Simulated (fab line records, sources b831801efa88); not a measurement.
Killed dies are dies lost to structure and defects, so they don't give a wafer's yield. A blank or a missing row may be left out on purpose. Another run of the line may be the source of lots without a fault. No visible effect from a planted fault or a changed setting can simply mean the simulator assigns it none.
A lot that was struck, set against a sound lot -- flow sky130 -- 43 out of 708 route steps
Sound: the wafers L973.1, L973.2, L973.3. Wafers L983.2, L983.3, L983.5 were the ones struck. The cause is given at the end.
At each step with rows: each side's tool, then ch and its chambers, then its first start. Under that, the readings that differ: sound wafers -- struck wafers -- difference of the means -- sigmas: that difference in standard deviations of wafers without a fault.
alike: readings whose means differ by less than 2 such deviations, and words and numbers that are the same on both sides. not compared: withheld readings, readings that some wafer has no value for, bounds like >300 that may hide the same value, and numbers for which the record gives no deviation and whose values overlap.
The two part at a step that has a row with sigmas, a row that says differs or no value, or rows on one side only. Numbers that have no deviation but don't overlap get no sigmas and don't part them. A reading missing from all wafers of one side parts the sides only when that side holds two or more wafers.

first, 5 steps without rows for these wafers: SKY_FIELD_ISO_WET_ETCH_18 (etches Si3N4 in H3PO4, target depth 25 nm, time 286 s); SKY_FIELD_ISO_CLEAN_19 (cleans in SC1/SC2, time 150 s); SKY_FIELD_ISO_CLEAN_20 (cleans in dHF, time 20 s); SKY_FIELD_ISO_WET_ETCH_21 (etches SiO2 in dHF, target depth 20 nm, time 400 s); SKY_FIELD_ISO_OXIDATION_22 (stabilise 600 s, purge 300 s, target thk 10 nm).
SKY_FIELD_ISO_THK_MEAS_23:
  sound on film metro-01, day 2 18:37; struck on film metro-03, day 5 00:28
  alike: FIELD_ISO_OXIDATION_01_THK
then, 1 step without rows for these wafers: SKY_FIELD_ISO_CVD_24 (deposits SiO2, target thk 595 nm, time 99.2 s).
SKY_FIELD_ISO_THK_MEAS_25:
  sound on film metro-03, day 2 18:44; struck on film metro-02, day 5 00:35
  alike: FIELD_ISO_CVD_24_THK
then, 1 step without rows for these wafers: SKY_FIELD_ISO_ANNEAL_26 (time 1800 s).
SKY_FIELD_ISO_CMP_27: polishes, stops on Si3N4, t overpolish 16 s, target thk 457.8 nm.
  sound on cmp-01 ch 0,1,3, day 2 21:33; struck on cmp-02 ch 0,2,3, day 5 04:08
  alike: motor current A, overpolish run s, time to endpoint s
then, 2 steps without rows for these wafers: SKY_FIELD_ISO_WET_ETCH_28 (etches SiO2 in dHF, target depth 23.7 nm, time 47 s); SKY_FIELD_ISO_WET_ETCH_29 (etches Si3N4 in H3PO4, target depth 160 nm, time 1825 s).
SKY_FIELD_ISO_WET_ETCH_30: etches SiO2 in dHF, target depth 25 nm, time 50 s.
  sound on wet bench-03 ch 3, day 2 22:25; struck on wet bench-03 ch 2, day 5 04:53
then, 2 steps without rows for these wafers: SKY_NWELL_CLEAN_00 (cleans in SC1/SC2, time 150 s); SKY_NWELL_OXIDATION_01 (stabilise 600 s, purge 300 s, target thk 10 nm).
SKY_NWELL_THK_MEAS_02:
  sound on film metro-04, day 3 01:13; struck on film metro-03, day 5 07:02
  alike: NWELL_OXIDATION_THK
then, 8 steps without rows for these wafers: SKY_DNWELL_DEHYDRATE_00 (time 60 s); SKY_DNWELL_HMDS_01 (prime time 60 s); SKY_DNWELL_COAT_02 (resist thk 3000 nm); SKY_DNWELL_SOFTBAKE_03; SKY_DNWELL_EXPOSE_04 (exposes mask DNM, target cd 3000 nm); SKY_DNWELL_PEB_05; SKY_DNWELL_DEVELOP_06 (develop time 60 s); SKY_DNWELL_IMPLANT_07.
SKY_DNWELL_STRIP_08: strips in O2/N2.
  sound on plasma asher-01 ch 0,1, day 3 17:14; struck on plasma asher-04 ch 0,1, day 6 01:32
  alike: drypump motor current A, oes product au, strip time to endpoint s
  not compared: rf hours counter h
SKY_DNWELL_TW_MEAS_09:
  sound on film metro-03, day 3 17:20; struck on film metro-01, day 6 01:38
  alike: DNWELL_TW
then, 7 steps without rows for these wafers: SKY_PWDE_DEHYDRATE_00 (time 60 s); SKY_PWDE_HMDS_01 (prime time 60 s); SKY_PWDE_COAT_02 (resist thk 3000 nm); SKY_PWDE_SOFTBAKE_03; SKY_PWDE_EXPOSE_04 (exposes mask PWDEM, target cd 840 nm); SKY_PWDE_PEB_05; SKY_PWDE_DEVELOP_06 (develop time 60 s).
SKY_PWDE_OVL_MEAS_07:
  sound on overlay-01, day 4 10:13; struck on overlay-02, day 6 19:37
  alike: PWDE_OVL
following that, these wafers have no rows for 1 step: SKY_PWDE_IMPLANT_08.
SKY_PWDE_STRIP_09: strips in O2/N2.
  sound on plasma asher-02 ch 0,1, day 4 10:24; struck on plasma asher-04 ch 0, day 6 19:47
  alike: drypump motor current A, oes product au, strip time to endpoint s
  not compared: rf hours counter h
SKY_PWDE_TW_MEAS_10:
  sound on film metro-03, day 4 10:30; struck on film metro-01, day 6 19:54
  alike: PWDE_TW
then, 5 steps without rows for these wafers: SKY_NWELL_DEHYDRATE_03 (time 60 s); SKY_NWELL_HMDS_04 (prime time 60 s); SKY_NWELL_COAT_05 (resist thk 3000 nm); SKY_NWELL_SOFTBAKE_06; SKY_NWELL_EXPOSE_07 (exposes mask NWM, target cd 840 nm).
-- the record jumps here: 42 days lie between the struck wafers' starts before and after (it left off in module NWELL and takes up again in module PAD_OPEN, whose first step shown is number 708 of the route) --
SKY_PAD_OPEN_PROBE_99:
  sound on prober-02, day 46 08:35; struck on prober-02, day 49 03:16
reading,sound,struck,difference,sigmas
killed at front end,16 13 16,59 52 55,+40,+10
killed dies,82 81 85,128 120 109,+36,+4
  alike: killed_at_M0_to_M3, killed_at_M4_up, killed at contacts, killed at other, killed open, killed short

== WHERE THEY PART ==
At SKY_PAD_OPEN_PROBE_99 and nowhere else, as far as this record goes.

WHY: whatever the simulator had introduced
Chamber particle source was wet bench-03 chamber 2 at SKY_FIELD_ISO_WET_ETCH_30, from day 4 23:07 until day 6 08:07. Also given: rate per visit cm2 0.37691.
